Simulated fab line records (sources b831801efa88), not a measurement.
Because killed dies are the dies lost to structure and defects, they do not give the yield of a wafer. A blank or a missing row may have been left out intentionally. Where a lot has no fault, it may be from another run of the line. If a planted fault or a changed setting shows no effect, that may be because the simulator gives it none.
The tool behind it: which one? + flow sky130 + 12 lots with 36 wafers sampled at 5 steps, on a route of 708 steps

== WHAT THE GAUGES SHOWED, per wafer ==
SKY_METAL4_CD_MEAS_13: target cd 300 nm.
| lot  | measured     | on        | cd_nm (nm)        |
|------|--------------|-----------|-------------------|
| L075 | day 42 07:42 | cd_sem-02 | 299.5 300.1 300.0 |
| L077 | day 42 09:26 | cd_sem-02 | 299.0 300.1 299.0 |
| L079 | day 43 03:06 | cd_sem-02 | 301.6 299.6 301.0 |
| L081 | day 43 17:23 | cd_sem-01 | 297.8 300.9 300.8 |
| L083 | day 44 06:29 | cd_sem-02 | 299.0 300.2 300.1 |
| L085 | day 44 17:38 | cd_sem-01 | 301.7 301.7 302.6 |
| L087 | day 45 10:18 | cd_sem-02 | 297.9 298.1 298.5 |
| L089 | day 45 16:26 | cd_sem-02 | 301.3 299.0 300.3 |
| L091 | day 46 06:05 | cd_sem-02 | 302.9 301.6 301.0 |
| L093 | day 46 23:56 | cd_sem-01 | 300.5 301.3 302.3 |
| L095 | day 47 20:08 | cd_sem-01 | 299.0 300.3 299.5 |
| L097 | day 48 08:34 | cd_sem-02 | 301.0 299.0 299.4 |

== EACH LOT AND THE TOOL THAT RAN IT (in order: tool; ch and the chambers of the sampled wafers; start) ==
| lot  | SKY_CAPM_METAL_ETCH_13            | SKY_METAL3_DESCUM_15              | SKY_METAL4_SPUTTER_02        | SKY_METAL4_SPUTTER_03        |
|------|-----------------------------------|-----------------------------------|------------------------------|------------------------------|
| L075 | rie_metal-02 ch 0,1, day 38 01:58 | rie_metal-04 ch 0,1, day 39 03:50 | pvd_sputter-03, day 40 07:50 | pvd_sputter-03, day 40 07:52 |
| L077 | rie_metal-01 ch 0, day 38 04:10   | rie_metal-02 ch 0, day 39 05:06   | pvd_sputter-03, day 40 08:58 | pvd_sputter-03, day 40 09:00 |
| L079 | rie_metal-02 ch 0,1, day 38 23:00 | rie_metal-04 ch 1, day 40 00:13   | pvd_sputter-01, day 41 03:42 | pvd_sputter-01, day 41 03:44 |
| L081 | rie_metal-03 ch 0,1, day 39 14:34 | rie_metal-04 ch 1, day 40 15:33   | pvd_sputter-02, day 41 17:49 | pvd_sputter-02, day 41 17:51 |
| L083 | rie_metal-02 ch 0,1, day 40 05:04 | rie_metal-01 ch 0,1, day 41 05:36 | pvd_sputter-02, day 42 08:41 | pvd_sputter-02, day 42 08:43 |
| L085 | rie_metal-01 ch 0,1, day 40 17:00 | rie_metal-01 ch 0,1, day 41 17:33 | pvd_sputter-02, day 42 20:16 | pvd_sputter-02, day 42 20:17 |
| L087 | rie_metal-02 ch 0,1, day 41 11:34 | rie_metal-02 ch 0, day 42 12:14   | pvd_sputter-01, day 43 14:26 | pvd_sputter-01, day 43 14:28 |
| L089 | rie_metal-03 ch 0,1, day 41 17:50 | rie_metal-02 ch 0,1, day 42 18:14 | pvd_sputter-03, day 43 20:02 | pvd_sputter-03, day 43 20:04 |
| L091 | rie_metal-03 ch 0,1, day 42 08:43 | rie_metal-02 ch 0,1, day 43 08:20 | pvd_sputter-03, day 44 09:42 | pvd_sputter-03, day 44 09:44 |
| L093 | rie_metal-03 ch 0,1, day 43 06:05 | rie_metal-04 ch 0,1, day 44 05:10 | pvd_sputter-02, day 45 05:50 | pvd_sputter-02, day 45 05:52 |
| L095 | rie_metal-02 ch 0,1, day 44 04:28 | rie_metal-04 ch 0,1, day 45 02:47 | pvd_sputter-02, day 46 03:48 | pvd_sputter-02, day 46 03:50 |
| L097 | rie_metal-03 ch 0,1, day 44 18:54 | rie_metal-02 ch 0,1, day 45 17:12 | pvd_sputter-02, day 46 16:36 | pvd_sputter-02, day 46 16:38 |
- SKY_CAPM_METAL_ETCH_13: etches TiN in Cl2/BCl3, stops on SiO2, target depth 220 nm, time 62.9 s.
- SKY_METAL3_DESCUM_15: chemistry O2, time 8 s.
- SKY_METAL4_SPUTTER_02: material AlCu, target thk 735 nm, time 39.1 s.
- SKY_METAL4_SPUTTER_03: material Ti, target thk 5 nm, time 3.3 s.

== THE ANSWER, worked out from the rows above alone ==
Rule: usual is defined by the lots themselves. Put in order of their means at a reading, lots are off if they are a third of the lots or fewer, leave a main group of 4 or more, and stand apart from it by a gap of 3 or more times the standard deviation of the main group's means; of several such gaps the widest counts. The tables above print the reading to a certain number of digits; a main group whose means all agree to those digits is not used. A lot without any number at a reading at which 4 lots or more have one is off too. Where the step has rows for the other lots, those lots are counted as sound.
None of the lots is off at any reading shown; this tells nothing.

== WHAT WAS PUT IN BY THE SIMULATOR ==
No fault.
